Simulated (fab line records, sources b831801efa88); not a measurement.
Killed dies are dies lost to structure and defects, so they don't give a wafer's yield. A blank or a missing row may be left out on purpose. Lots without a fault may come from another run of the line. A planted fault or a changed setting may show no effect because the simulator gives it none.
Chamber matching | flow sky130 | SKY_CAPM_CVD_00 on pecvd-01: 3 sister chambers
The step deposits SiO2, target thk 15.5 nm. 14 wafers are shown with their chamber, then 7 later ones without.

WAFERS WITH THEIR CHAMBER
wafer  | chamber | heater_power_w (W)
L076.2 | 0       | 799
L076.3 | 1       | 705
L076.5 | 0       | 777
L077.1 | 0       | 773
L077.2 | 1       | 704
L077.5 | 0       | 768
L082.1 | 2       | 589
L082.2 | 0       | 722
L082.5 | 0       | 727
L084.2 | 1       | 721
L084.4 | 1       | 715
L084.5 | 1       | 698
L088.1 | 1       | 793
L088.3 | 0       | 834

SIGNATURES (means of the wafers above)
reading        | chamber 0 | chamber 1 | chamber 2 | scatter within a chamber
heater_power_w | 771.43    | 722.67    | 589.00    | 37.4
Rule: a wafer's distance from a chamber is the root of the sum, over the readings, of the square of ((its reading less the chamber's mean) divided by the reading's scatter). The wafer belongs to the nearest chamber; if the next one is less than 2 further off, it can't be placed. The scatter: the root of (the sum of the squares of (reading less its chamber's mean) over the shown wafers, divided by (wafers less chambers)).

WAFERS WITHOUT THEIR CHAMBER
wafer  | heater_power_w (W)
L088.6 | 793
L091.1 | 688
L091.4 | 691
L091.5 | 790
L094.1 | 737
L094.2 | 808
L094.6 | 812

WHICH CHAMBER EACH WENT THROUGH
wafer  | from the rows above          | in truth
L088.6 | can't be placed: 0 or 1      | 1
L091.1 | can't be placed: 1 or 0 or 2 | 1
L091.4 | can't be placed: 1 or 0 or 2 | 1
L091.5 | can't be placed: 0 or 1      | 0
L094.1 | can't be placed: 1 or 0      | 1
L094.2 | can't be placed: 0 or 1      | 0
L094.6 | can't be placed: 0 or 1      | 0
Placed correctly: 0 of 7. Can't be placed from these rows: 7 (the true chamber is among the candidates in 7). Placed wrongly: 0.
